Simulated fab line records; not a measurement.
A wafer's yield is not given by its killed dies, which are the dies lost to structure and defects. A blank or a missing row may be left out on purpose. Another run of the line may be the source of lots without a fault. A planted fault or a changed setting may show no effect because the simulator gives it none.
Tool commonality check || flow gf180mcu || 39 wafers sampled across 13 lots

## WHY THIS WAS OPENED
2 of 13 lots carry a flag on the reading HV_LDD_RS at GF_HV_LDD_RS_MEAS_53. Fault-free wafers read 417.9 ohm/sq, with a standard deviation of 1.3.
Rule: a lot is flagged when every wafer of it that has a number lies more than 4 standard deviations from that mean, or none has a number. The rest of the lots are taken to be sound.

{"lot": "L147", "measured": "day 12 23:38", "on": "film-metro-04", "HV_LDD_RS (ohm/sq), wafer by wafer": "418.0 416.1 418.0", "flag": ""}
{"lot": "L151", "measured": "day 13 23:24", "on": "film-metro-02", "HV_LDD_RS (ohm/sq), wafer by wafer": "417.4 417.1 417.9", "flag": ""}
{"lot": "L154", "measured": "day 15 03:45", "on": "film-metro-01", "HV_LDD_RS (ohm/sq), wafer by wafer": "418.6 418.2 419.3", "flag": ""}
{"lot": "L156", "measured": "day 15 23:35", "on": "film-metro-04", "HV_LDD_RS (ohm/sq), wafer by wafer": "418.0 418.8 417.3", "flag": ""}
{"lot": "L157", "measured": "day 16 04:08", "on": "film-metro-02", "HV_LDD_RS (ohm/sq), wafer by wafer": "409.1 408.3 408.7", "flag": "FLAGGED"}
{"lot": "L158", "measured": "day 16 13:55", "on": "film-metro-01", "HV_LDD_RS (ohm/sq), wafer by wafer": "411.2 411.7 411.8", "flag": "FLAGGED"}
{"lot": "L160", "measured": "day 17 06:36", "on": "film-metro-02", "HV_LDD_RS (ohm/sq), wafer by wafer": "417.3 417.6 418.5", "flag": ""}
{"lot": "L164", "measured": "day 18 09:44", "on": "film-metro-02", "HV_LDD_RS (ohm/sq), wafer by wafer": "418.4 419.0 417.5", "flag": ""}
{"lot": "L165", "measured": "day 18 23:47", "on": "film-metro-04", "HV_LDD_RS (ohm/sq), wafer by wafer": "417.4 420.0 419.2", "flag": ""}
{"lot": "L166", "measured": "day 19 03:25", "on": "film-metro-02", "HV_LDD_RS (ohm/sq), wafer by wafer": "418.0 418.8 419.0", "flag": ""}
{"lot": "L167", "measured": "day 19 13:06", "on": "film-metro-02", "HV_LDD_RS (ohm/sq), wafer by wafer": "417.5 418.3 418.0", "flag": ""}
{"lot": "L168", "measured": "day 19 21:31", "on": "film-metro-01", "HV_LDD_RS (ohm/sq), wafer by wafer": "419.5 419.2 418.3", "flag": ""}
{"lot": "L169", "measured": "day 20 03:32", "on": "film-metro-01", "HV_LDD_RS (ohm/sq), wafer by wafer": "421.1 420.7 420.8", "flag": ""}
The numbers of the flagged lots are 410.1 ohm/sq on average: -7.8 ohm/sq against the usual, or -6 standard deviations.

## EACH LOT AND THE TOOL IT RAN ON
The record holds 1 process step before the reading, out of a route of 602 steps. In each cell: the tool, then ch and the chambers that the sampled wafers went through, then the start.
{"lot": "L147", "flag": "", "GF_HV_LDD_IMPLANT_34": "implanter-03 ch 0, day 12 02:47"}
{"lot": "L151", "flag": "", "GF_HV_LDD_IMPLANT_34": "implanter-03 ch 0, day 13 02:11"}
{"lot": "L154", "flag": "", "GF_HV_LDD_IMPLANT_34": "implanter-04 ch 0, day 14 05:39"}
{"lot": "L156", "flag": "", "GF_HV_LDD_IMPLANT_34": "implanter-04 ch 0, day 15 01:13"}
{"lot": "L157", "flag": "FLAGGED", "GF_HV_LDD_IMPLANT_34": "implanter-03 ch 0, day 15 05:17"}
{"lot": "L158", "flag": "FLAGGED", "GF_HV_LDD_IMPLANT_34": "implanter-03 ch 0, day 15 15:00"}
{"lot": "L160", "flag": "", "GF_HV_LDD_IMPLANT_34": "implanter-01 ch 0, day 16 06:50"}
{"lot": "L164", "flag": "", "GF_HV_LDD_IMPLANT_34": "implanter-01 ch 0, day 17 09:05"}
{"lot": "L165", "flag": "", "GF_HV_LDD_IMPLANT_34": "implanter-01 ch 0, day 17 23:07"}
{"lot": "L166", "flag": "", "GF_HV_LDD_IMPLANT_34": "implanter-03 ch 0, day 18 03:11"}
{"lot": "L167", "flag": "", "GF_HV_LDD_IMPLANT_34": "implanter-01 ch 0, day 18 11:50"}
{"lot": "L168", "flag": "", "GF_HV_LDD_IMPLANT_34": "implanter-01 ch 0, day 18 19:55"}
{"lot": "L169", "flag": "", "GF_HV_LDD_IMPLANT_34": "implanter-03 ch 0, day 19 02:05"}
What is done by these steps:
- GF_HV_LDD_IMPLANT_34
- GF_HV_LDD_RS_MEAS_53: measures by four-point-probe.

## FLAGGED AGAINST TOTAL, ONE TOOL AT A TIME (gauges that did the reading follow at the end)
{"step": "GF_HV_LDD_IMPLANT_34", "tool": "implanter-01", "lots run": 5, "flagged": 0, "share of the flagged lots": "none", "sound lots run after its first flagged lot": "-"}
{"step": "GF_HV_LDD_IMPLANT_34", "tool": "implanter-03", "lots run": 6, "flagged": 2, "share of the flagged lots": "all", "sound lots run after its first flagged lot": "2 (L166,L169)"}
{"step": "GF_HV_LDD_IMPLANT_34", "tool": "implanter-04", "lots run": 2, "flagged": 0, "share of the flagged lots": "none", "sound lots run after its first flagged lot": "-"}
{"step": "GF_HV_LDD_RS_MEAS_53", "tool": "film-metro-01", "lots run": 4, "flagged": 1, "share of the flagged lots": "some", "sound lots run after its first flagged lot": "2 (L168,L169)"}
{"step": "GF_HV_LDD_RS_MEAS_53", "tool": "film-metro-02", "lots run": 6, "flagged": 1, "share of the flagged lots": "some", "sound lots run after its first flagged lot": "4 (L160,L164,L166,L167)"}
{"step": "GF_HV_LDD_RS_MEAS_53", "tool": "film-metro-04", "lots run": 3, "flagged": 0, "share of the flagged lots": "none", "sound lots run after its first flagged lot": "-"}

## WHAT IS ALLOWED BY THE TABLE
In the table, 1 row covers all flagged lots: implanter-03 at GF_HV_LDD_IMPLANT_34.
- implanter-03 at GF_HV_LDD_IMPLANT_34 ran 6 lots, 2 of them flagged. After the first flagged lot (L166, L169), sound lots still ran on it; a lasting fault on the whole tool would not permit that. Its own readings lie more than 4 standard deviations out on every wafer of the flagged lots: dose-ions-cm2, faraday-current-uA.
No row of the table ran every flagged lot and no sound lot after the first.

## WHAT THE SIMULATOR PUT IN
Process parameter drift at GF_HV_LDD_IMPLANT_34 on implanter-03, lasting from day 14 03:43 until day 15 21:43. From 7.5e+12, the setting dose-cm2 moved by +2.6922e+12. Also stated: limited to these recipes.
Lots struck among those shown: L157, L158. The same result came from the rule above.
